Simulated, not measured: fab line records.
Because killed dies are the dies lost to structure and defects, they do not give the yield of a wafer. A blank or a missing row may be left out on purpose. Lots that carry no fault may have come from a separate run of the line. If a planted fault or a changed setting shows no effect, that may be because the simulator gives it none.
Which tool was responsible? + flow gf180mcu + 13 lots, 39 wafers sampled, at 3 steps of a route of 602

== WHAT THE GAUGES READ, wafer by wafer ==
GF_HV_LDD_OVL_MEAS_32.
| lot  | measured     | on         | HV_LDD_02_OVL (nm) |
|------|--------------|------------|--------------------|
| L119 | day 11 16:57 | overlay-02 | 2.3 -0.8 2.7       |
| L120 | day 12 01:10 | overlay-01 | 0.4 -0.9 0.1       |
| L121 | day 12 08:22 | overlay-01 | 0.0 0.0 -0.2       |
| L123 | day 12 21:31 | overlay-02 | 1.2 0.8 1.5        |
| L124 | day 13 12:55 | overlay-02 | -3.1 -0.3 -1.8     |
| L125 | day 14 03:45 | overlay-01 | -1.2 -1.4 -2.8     |
| L126 | day 14 07:40 | overlay-01 | -1.2 -0.6 -1.0     |
| L127 | day 15 01:22 | overlay-02 | 0.5 0.0 1.3        |
| L134 | day 16 21:04 | overlay-01 | 1.7 -0.2 0.0       |
| L136 | day 17 10:56 | overlay-02 | 109.6 110.7 110.2  |
| L135 | day 17 11:14 | overlay-01 | 108.8 110.4 107.8  |
| L138 | day 17 23:08 | overlay-01 | -1.0 0.5 -1.5      |
| L141 | day 19 01:22 | overlay-01 | 1.5 1.6 -0.1       |

== EACH LOT AND THE TOOL THAT RAN IT (in order: tool; ch and the chambers of the sampled wafers; start) ==
| lot  | GF_HV_LDD_STRIP_10                  | GF_HV_LDD_EXPOSE_28                |
|------|-------------------------------------|------------------------------------|
| L119 | plasmaAsher-01 ch 0,1, day 10 03:47 | ilineStepper-01 ch 0, day 11 07:36 |
| L120 | plasmaAsher-01 ch 0, day 10 11:58   | ilineStepper-01 ch 0, day 11 15:46 |
| L121 | plasmaAsher-01 ch 0, day 10 18:53   | ilineStepper-02 ch 0, day 11 22:43 |
| L123 | plasmaAsher-02 ch 0,1, day 11 07:31 | ilineStepper-02 ch 0, day 12 12:14 |
| L124 | plasmaAsher-01 ch 1, day 11 21:38   | ilineStepper-02 ch 0, day 13 03:11 |
| L125 | plasmaAsher-01 ch 0,1, day 12 11:54 | ilineStepper-02 ch 0, day 13 17:09 |
| L126 | plasmaAsher-03 ch 0,1, day 12 16:23 | ilineStepper-02 ch 0, day 13 21:08 |
| L127 | plasmaAsher-02 ch 0,1, day 13 07:18 | ilineStepper-02 ch 0, day 14 14:32 |
| L134 | plasmaAsher-01 ch 0,1, day 15 00:41 | ilineStepper-02 ch 0, day 16 09:59 |
| L136 | plasmaAsher-01 ch 0,1, day 15 14:29 | ilineStepper-02 ch 0, day 16 23:44 |
| L135 | plasmaAsher-02 ch 0,1, day 15 14:33 | ilineStepper-02 ch 0, day 17 00:13 |
| L138 | plasmaAsher-02 ch 1, day 16 02:03   | ilineStepper-01 ch 0, day 17 11:58 |
| L141 | plasmaAsher-03 ch 0,1, day 17 02:39 | ilineStepper-01 ch 0, day 18 13:23 |
- GF_HV_LDD_STRIP_10: strips in O2/N2.
- GF_HV_LDD_EXPOSE_28: exposes mask Nplus HV AREA, target cd 400 nm.

== AS READ BY THE TOOLS THEMSELVES (means over the sampled wafers that have a number; for cases with no such wafer, the mark the record gives instead) ==
GF_HV_LDD_STRIP_10.
| lot  | tool           | drypumpMotorCurrentA (A) | heaterPowerW (W) | oesProductAu (a.u.) | stripTimeToEndpointS (s) |
|------|----------------|--------------------------|------------------|---------------------|--------------------------|
| L119 | plasmaAsher-01 | 6.5                      | 329              | 0.724               | 12.59                    |
| L120 | plasmaAsher-01 | 6.6                      | 314              | 0.716               | 12.55                    |
| L121 | plasmaAsher-01 | 6.6                      | 312              | 0.715               | 12.67                    |
| L123 | plasmaAsher-02 | 5.7                      | 339              | 0.720               | 12.63                    |
| L124 | plasmaAsher-01 | 6.3                      | 373              | 0.717               | 12.66                    |
| L125 | plasmaAsher-01 | 6.4                      | 350              | 0.718               | 12.65                    |
| L126 | plasmaAsher-03 | 6.3                      | 357              | 0.713               | 12.66                    |
| L127 | plasmaAsher-02 | 6.0                      | 344              | 0.716               | 12.64                    |
| L134 | plasmaAsher-01 | 6.4                      | 354              | 0.714               | 12.61                    |
| L136 | plasmaAsher-01 | 6.3                      | 352              | 0.721               | 12.68                    |
| L135 | plasmaAsher-02 | 6.0                      | 349              | 0.714               | 12.61                    |
| L138 | plasmaAsher-02 | 6.3                      | 341              | 0.715               | 12.62                    |
| L141 | plasmaAsher-03 | 6.3                      | 365              | 0.714               | 12.66                    |

== THE ANSWER, worked out from the rows above alone ==
Rule: usual is defined by the lots themselves. The widest of any qualifying gaps counts: lots, ordered by their means at a reading, are off when they make up no more than a third of the lots, leave a main group of 4 or more, and stand apart from it by 3 or more times the standard deviation of that group's means. Not used: any main group whose means are identical at the precision the tables above print for the reading. A lot without any number at a reading at which 4 lots or more have one is off too. Where the step has rows for the other lots, those lots are counted as sound. First the gauges in route order, then the tools' own readings, where a lot's mean is used as printed above. The first step at which some lot is off is used, and at that step the reading that is off furthest; a lot without a number counts as furthest.
Off: at GF_HV_LDD_OVL_MEAS_32 (HV_LDD_02_OVL), L136, L135. The main group has a mean of -0.1 nm with a standard deviation of 1.1.
If a tool, at a process step before that reading, ran all the lots that are off and no sound lot after the first of them, it fits. Those tools and the gauges at GF_HV_LDD_OVL_MEAS_32 are tried in the same way. One candidate fits, namely ilineStepper-02 at GF_HV_LDD_EXPOSE_28. Its last sound lot is L134 (day 16 09:59), its first lot that is off L136 (day 16 23:44): a fault that began between those two fits.

== WHAT WAS PUT IN BY THE SIMULATOR ==
Scanner matching overlay: ilineStepper-02, from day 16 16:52 on, at GF_HV_LDD_EXPOSE_28. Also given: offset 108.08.
Shown lots that were struck: L136, L135. The rule given above showed the same thing.
